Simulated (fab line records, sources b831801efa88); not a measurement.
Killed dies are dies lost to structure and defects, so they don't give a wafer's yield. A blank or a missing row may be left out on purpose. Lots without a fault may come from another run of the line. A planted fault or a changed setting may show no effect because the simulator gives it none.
A struck lot beside a sound one | flow sky130 | 34 steps out of a route of 708
Sound: wafers L870.1, L870.2, L870.4. Struck: wafers L875.2, L875.4, L875.6. The cause comes at the end.
At each step with rows: each side's tool, then ch and its chambers, then its first start. Under that, the readings that differ: sound wafers | struck wafers | difference of the means | sigmas: that difference in standard deviations of wafers without a fault.
alike: readings whose means differ by less than 2 such deviations, and words and numbers that are the same on both sides. not compared: withheld readings, readings that some wafer has no value for, bounds like >300 that may hide the same value, and numbers for which the record gives no deviation and whose values overlap.
The two part at a step that has a row with sigmas, a row that says differs or no value, or rows on one side only. Numbers that don't overlap but have no deviation are shown without sigmas and don't part them. A reading that every wafer of one side lacks parts them only if that side has two wafers or more.

first, 7 steps without rows for these wafers: SKY_SONOS_TUNNEL_DEVELOP_06 (develop time 60 s); SKY_SONOS_TUNNEL_IMPLANT_09; SKY_SONOS_TUNNEL_WET_ETCH_10 (etches SiO2 in dHF, target depth 14 nm, time 280 s); SKY_SONOS_TUNNEL_STRIP_11 (strips in SPM, time 600 s); SKY_SONOS_TUNNEL_CLEAN_13 (cleans in dHF, time 20 s); SKY_SONOS_ONO_OXIDATION_00 (stabilise 600 s, purge 300 s, target thk 2.6 nm); SKY_SONOS_ONO_CVD_02 (deposits Si3N4 from DCS/NH3, target thk 10.5 nm, time 180 s).
SKY_SONOS_ONO_CVD_04: deposits SiO2 from SiH4/N2O, target thk 5.7199 nm.
  sound on lpcvd-03 ch 0, day 13 08:28; struck on lpcvd-03 ch 1, day 14 21:05
  reading                                    | sound             | struck            | difference | sigmas
  model.SiO2_of_SONOS_ONO_CVD_04.thk_nm (nm) | 5.664 5.621 5.541 | 6.825 6.818 6.797 | +1.205     |
SKY_SONOS_ONO_THK_MEAS_05:
  sound on film_metro-03, day 13 09:43; struck on film_metro-02, day 14 22:58
  reading                   | sound          | struck         | difference | sigmas
  SONOS_ONO_CVD_04_THK (nm) | 5.63 5.59 5.56 | 6.86 6.86 6.80 | +1.25      | +11
then, 23 steps without rows for these wafers: SKY_SONOS_ONO_DEHYDRATE_06 (time 60 s); SKY_SONOS_ONO_HMDS_07 (prime time 60 s); SKY_SONOS_ONO_COAT_08 (resist thk 1140 nm); SKY_SONOS_ONO_SOFTBAKE_09 (time 60 s); SKY_SONOS_ONO_EXPOSE_10 (exposes mask ONOM, target cd 410 nm); SKY_SONOS_ONO_PEB_11; SKY_SONOS_ONO_DEVELOP_12 (develop time 60 s); SKY_SONOS_ONO_ETCH_15 (etches the open film in CHF3/O2, target depth 19.52 nm, time 7.8 s); SKY_SONOS_ONO_WET_ETCH_16 (etches SiO2 in dHF, target depth 14 nm, time 280 s); SKY_SONOS_ONO_STRIP_17 (strips in O2/N2); SKY_SONOS_ONO_WET_ETCH_18 (etches Si3N4 in H3PO4, target depth 15 nm, time 172 s); SKY_GATE_OXIDE_CLEAN_00 (cleans in SC1/SC2, time 150 s); SKY_GATE_OXIDE_OXIDATION_01 (stabilise 600 s, purge 300 s, target thk 10.268 nm); SKY_GATE_OXIDE_DEHYDRATE_03 (time 60 s); SKY_GATE_OXIDE_HMDS_04 (prime time 60 s); SKY_GATE_OXIDE_COAT_05 (resist thk 1140 nm); SKY_GATE_OXIDE_SOFTBAKE_06 (time 60 s); SKY_GATE_OXIDE_EXPOSE_07 (exposes mask LVOM, target cd 600 nm); SKY_GATE_OXIDE_PEB_08; SKY_GATE_OXIDE_DEVELOP_09 (develop time 60 s); SKY_GATE_OXIDE_IMPLANT_11; SKY_GATE_OXIDE_WET_ETCH_12 (etches SiO2 in dHF, target depth 16.8 nm, time 336 s); SKY_GATE_OXIDE_STRIP_13 (strips in O2/N2).
-- the record jumps here: 2 days lie between the struck wafers' starts before and after --
SKY_GATE_OXIDE_CLEAN_15: cleans in SC1/SC2, time 150 s.
  sound on wet_bench-01 ch 0, day 15 15:55; struck on wet_bench-02 ch 2, day 17 09:25
  reading                                    | sound             | struck            | difference | sigmas
  model.SiO2_of_SONOS_ONO_CVD_04.thk_nm (nm) | 4.156 4.112 4.036 | 5.302 5.295 5.277 | +1.190     |
-- the record jumps here: 31 days lie between the struck wafers' starts before and after (it left off in module GATE_OXIDE and takes up again in module PAD_OPEN, whose first step shown is number 708 of the route) --
SKY_PAD_OPEN_PROBE_99:
  sound on prober-02, day 46 21:08; struck on prober-01, day 47 23:59
  reading                                     | sound                | struck               | difference | sigmas
  model.etest.sonos_erased.drive_ua_um        | 185.9 188.1 174.8    | 110.5 113.6 143.7    | -60.3      |
  model.etest.sonos_uncharged.r_on_ohm_um     | 801.4 832.4 826.9    | 857.4 847 834.7      | +26.1      |
  model.etest.sonos_programmed.off_log10_a_um | -13.96 -14.01 -13.93 | -12.16 -13.17 -12.2  | +1.46      |
  model.etest.cap_ono.gate_log10_a_cm2        | -7.972 -8.031 -7.923 | -9.364 -9.296 -9.398 | -1.377     |
  model.etest.cap_ono.gate_bv_v (V)           | 16.67 16.34 16.17    | 17.88 17.16 17.21    | +1.02      |
  model.etest.cap_ono.tox_acc_nm (nm)         | 12.93 12.94 12.82    | 13.95 13.9 14        | +1.05      |
  model.etest.sonos_programmed.vt_v (V)       | 1.455 1.493 1.558    | 0.8287 0.9285 0.8318 | -0.6390    |
  model.etest.sonos_erased.vt_v (V)           | -2.294 -2.246 -2.272 | -1.703 -1.736 -1.742 | +0.544     |
  alike: killed_at_M0_to_M3, killed_at_M4_up, killed_at_contacts, killed_at_front_end, killed_at_other, killed_dies, killed_open, killed_short

WHERE THEY PART
Only at SKY_SONOS_ONO_THK_MEAS_05, within this record. Later steps at which nothing parts them and some readings are alike: SKY_PAD_OPEN_PROBE_99.

WHY: what the simulator had put in
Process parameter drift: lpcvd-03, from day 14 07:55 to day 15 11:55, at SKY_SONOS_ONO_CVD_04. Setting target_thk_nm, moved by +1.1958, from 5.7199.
